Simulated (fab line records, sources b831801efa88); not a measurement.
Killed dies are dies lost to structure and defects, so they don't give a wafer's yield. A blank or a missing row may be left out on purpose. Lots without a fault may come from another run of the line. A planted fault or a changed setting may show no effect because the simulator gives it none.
One fault seen from 2 desks | flow gf180mcu | each desk has only its own numbers; what lay behind them comes last

THE METROLOGY DESK
What the gauges read, lot by lot, whatever tool the lot ran on: means of the sampled wafers that have a number. A lot is out of limits, marked OUT, if its mean lies more than 4 standard deviations from the usual mean; the brackets give that distance.
Columns: A = V2_W_THK at GF_V2_THK_MEAS_25, usual 344 nm; B = V4_CVD_00_THK at GF_V4_THK_MEAS_01, usual 600 nm
lot  | first seen here | A   | B
L166 | day 20 07:53    | 340 | 599
L167 | day 20 23:14    | 343 | 602
L168 | day 21 08:20    | 346 | 595
L172 | day 22 18:02    | 345 | 603
L174 | day 23 08:44    | 343 | 598
L176 | day 24 03:01    | 347 | 599
L177 | day 24 20:29    | 340 | 602
L178 | day 24 22:04    | 344 | 598
L179 | day 25 01:43    | 341 | 600
L180 | day 25 10:58    | 339 | 602
L187 | day 27 12:24    | 342 | 601
L188 | day 27 22:14    | 344 | 599
L189 | day 28 02:08    | 346 | 598
This desk's finding: nothing out of limits on any of the 13 lots.

THE TOOL OWNER'S DESK: cmp-02
The tool's own readings at GF_V3_CMP_04 (polishes SiO2): means of the sampled wafers that have a number, for each lot that ran on this tool. A lot is out of limits, marked OUT, if its mean lies more than 4 standard deviations from the usual mean; the brackets give that distance.
Columns: A = edge_zone_pressure_frac at GF_V3_CMP_04, usual 0.999; B = motor_current_A at GF_V3_CMP_04, usual 11.0 A; C = time_to_endpoint_s at GF_V3_CMP_04, usual 80 s
lot  | first seen here | A     | B    | C
L166 | day 21 09:38    | 0.999 | 11.9 | 85
L167 | day 22 00:05    | 1.003 | 11.2 | 82
L168 | day 22 09:22    | 1.000 | 10.4 | 81
L172 | day 23 18:54    | 1.000 | 9.7  | 88
L174 | day 24 08:44    | 0.997 | 10.5 | 82
L176 | day 25 02:20    | 1.002 | 12.1 | 81
L177 | day 25 19:29    | 1.004 | 12.2 | 81
L178 | day 25 20:35    | 1.000 | 11.3 | 79
L179 | day 26 00:50    | 1.004 | 11.8 | 78
L180 | day 26 09:37    | 1.002 | 11.2 | 75
L188 | day 28 19:55    | 1.002 | 10.7 | 76
L189 | day 28 23:28    | 0.997 | 11.3 | 79
This desk's finding: nothing out of limits on any of the 12 lots.

PUT TOGETHER
The metrology desk saw nothing out of limits.
The tool owner's desk saw nothing out of limits.

WHAT THE SIMULATOR HAD PUT IN
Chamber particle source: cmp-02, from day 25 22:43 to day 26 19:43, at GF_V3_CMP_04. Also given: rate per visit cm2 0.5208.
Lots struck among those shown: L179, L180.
